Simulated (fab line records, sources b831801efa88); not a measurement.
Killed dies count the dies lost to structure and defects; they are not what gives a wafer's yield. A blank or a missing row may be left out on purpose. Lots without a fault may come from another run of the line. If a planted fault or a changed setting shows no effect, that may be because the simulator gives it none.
Problem report, 8D (eight disciplines) form, completed by code || flow gf180mcu || the parts of the form that need people (team, actions taken, sign-off) are left out

## 1. WHAT IS WRONG
heaterPowerTotalW at GF_M5_SOFTBAKE_03 reads a mean of 94.64 W on 6 wafers of 2 lots; wafers without a fault read 93.05 W with a standard deviation of 0.056. Measured from the usual mean, that is +28 standard deviations.
The step: time 60 s.
First seen on wafer L850.4, day 28 11:46, on lithoTrack-03. The record holds 42 wafers of 14 lots with a number at this step. Rule for "out" (also "out of limits"): further than 4 standard deviations from the usual mean. The other wafers with a number count as sound.

## 2. WHAT IT IS; WHAT IT IS NOT
{"question": "which readings at this step", "is": "heaterPowerTotalW, runLengthS", "is not": "-"}
{"question": "which lots", "is": "L850, L851", "is not": "L842, L843, L854, L855, L857, L858, L859, L860, L862, L863, L864, L865"}
{"question": "which wafers of those lots", "is": "all that have a number", "is not": "-"}
{"question": "read on which tools", "is": "lithoTrack-03", "is not": "lithoTrack-01, lithoTrack-04"}
{"question": "when", "is": "from day 28 11:46", "is not": "up to then (6 sound wafers); but 30 sound wafers of L854, L855, L857, L858, L859, L860, L862, L863, L864, L865 came after"}

## 3. WHAT RULES OUT EACH SUSPECT
Counting: a tool at a process step up to the reading stays a suspect if it ran every lot that is out and no sound lot after the first of them.
- lithoTrack-03 at GF_M5_SOFTBAKE_03 (time 60 s): ruled out as a lasting fault. Sound lots L863, L864 ran on it after its first lot that is out, L850 (day 28 11:46).
Left after counting: nothing in the record.

## 4. THE CAUSE (what the simulator had put in)
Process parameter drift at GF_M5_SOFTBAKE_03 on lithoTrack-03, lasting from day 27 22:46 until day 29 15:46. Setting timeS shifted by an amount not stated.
Counting ruled it out, wrongly.

## 5. THE CHAIN OF EFFECTS, in route order
Rows list readings where the struck wafers' mean (over those with a number) sits beyond 3 standard deviations from the usual. Only readings whose record carries a usual standard deviation are examined. hours: median over the lots of the time between each lot's start at the first step of this table that gives one and its start at this step. sigmas: the change, counted in usual standard deviations.
{"hours": 0, "step": "GF_M5_SOFTBAKE_03", "reading": "heaterPowerTotalW", "usual": "93.05 W", "on struck wafers": 94.64, "change": "+1.59", "sigmas": "+28"}
{"hours": 0, "step": "GF_M5_SOFTBAKE_03", "reading": "runLengthS", "usual": "89.07 s", "on struck wafers": 86.21, "change": -2.86, "sigmas": -9.9}
Its process steps:
- GF_M5_SOFTBAKE_03: time 60 s.
At these later measuring or inspecting steps, every struck wafer for which the step has a row has a number for every such reading, and none has moved that far: GF_M5_CD_MEAS_07.

## 6. WHAT WOULD HAVE CAUGHT IT SOONER
In this record no reading fell out of limits until day 28 11:46, 13 hours after the fault had begun at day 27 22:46.
